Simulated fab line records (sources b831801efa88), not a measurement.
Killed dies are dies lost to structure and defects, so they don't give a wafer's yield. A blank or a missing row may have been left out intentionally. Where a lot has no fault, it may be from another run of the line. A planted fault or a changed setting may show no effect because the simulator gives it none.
A single fault, viewed from 2 desks || flow sky130 || each desk has only its own numbers; what lay behind them comes last

## FROM THE METROLOGY DESK
What the gauges read for every lot (on any tool): the sampled wafers with a number, averaged. If a lot's mean is further than 4 standard deviations from the usual mean, the lot is out of limits and carries the mark OUT (the distance appears in the brackets).
Columns: A = FIELD_ISO_CVD_24_THK at SKY_FIELD_ISO_THK_MEAS_25, usual 591 nm; B = NWELL_OXIDATION_THK at SKY_NWELL_THK_MEAS_02, usual 9.92 nm; C = NWELL_2_TW at SKY_NWELL_TW_MEAS_26, usual 497
{"lot": "L258", "first seen here": "day 2 12:41", "A": 592, "B": 9.78, "C": 500}
{"lot": "L259", "first seen here": "day 2 22:28", "A": 598, "B": 10.07, "C": 502}
{"lot": "L262", "first seen here": "day 3 12:38", "A": 589, "B": 9.92, "C": "30 (-99 or more) OUT"}
{"lot": "L261", "first seen here": "day 3 12:38", "A": 595, "B": 9.83, "C": 500}
{"lot": "L263", "first seen here": "day 3 20:39", "A": 597, "B": 9.62, "C": "30 (-99 or more) OUT"}
{"lot": "L264", "first seen here": "day 3 21:12", "A": 592, "B": 10.04, "C": 497}
{"lot": "L271", "first seen here": "day 5 08:47", "A": 599, "B": 9.76, "C": 499}
{"lot": "L272", "first seen here": "day 5 14:31", "A": 576, "B": 9.90, "C": 491}
{"lot": "L273", "first seen here": "day 5 19:55", "A": 595, "B": 9.73, "C": 493}
{"lot": "L274", "first seen here": "day 5 23:35", "A": 580, "B": 10.01, "C": 490}
{"lot": "L275", "first seen here": "day 6 04:35", "A": 587, "B": 9.97, "C": 500}
{"lot": "L276", "first seen here": "day 6 10:12", "A": 581, "B": 9.77, "C": 502}
{"lot": "L277", "first seen here": "day 6 15:59", "A": 581, "B": 10.07, "C": 491}
{"lot": "L280", "first seen here": "day 7 08:59", "A": 594, "B": 10.02, "C": 498}
This desk's finding: out of limits on L262, L263; first on L262, day 6 17:43 (NWELL_2_TW at SKY_NWELL_TW_MEAS_26). L258, L259, L261, L264, L271, L272, L273, L274, L275, L276, L277, L280 stayed within limits.

## FOR THE TOOL OWNER'S DESK: plasma_asher-04
The tool's own readings at SKY_NWELL_STRIP_14 (strips in O2/N2): means of the sampled wafers that have a number, for each lot that ran on this tool. If a lot's mean is further than 4 standard deviations from the usual mean, the lot is out of limits and carries the mark OUT (the distance appears in the brackets).
Columns: A = chamber_pressure_mTorr at SKY_NWELL_STRIP_14, usual 1499.9 mTorr; B = drypump_motor_current_A at SKY_NWELL_STRIP_14, usual 5.6 A; C = oes_product_au at SKY_NWELL_STRIP_14, usual 0.722 a.u.; D = strip_time_to_endpoint_s at SKY_NWELL_STRIP_14, usual 36.92 s
{"lot": "L258", "first seen here": "day 5 08:07", "A": 1498.8, "B": 5.8, "C": 0.725, "D": 36.83}
{"lot": "L259", "first seen here": "day 5 15:41", "A": 1499.1, "B": 5.9, "C": 0.720, "D": 36.97}
{"lot": "L275", "first seen here": "day 8 20:38", "A": 1499.6, "B": 5.8, "C": 0.723, "D": 36.93}
This desk found nothing out of limits on any of the 3 lots.

## BROUGHT TOGETHER
L262, L263 would have let the metrology desk raise an alarm at day 6 17:43.
Nothing out of limits was seen by the tool owner's desk.
The tool owner's desk has no number on record for L262, L263.
SKY_NWELL_STRIP_14 was run on plasma_asher-04 by each of the lots named.

## WHAT THE SIMULATOR PUT IN
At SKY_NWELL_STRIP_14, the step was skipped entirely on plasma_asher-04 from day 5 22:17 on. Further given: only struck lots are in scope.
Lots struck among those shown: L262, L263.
Hours from the fault's start to each desk's first reading out of limits: the metrology desk, 19.
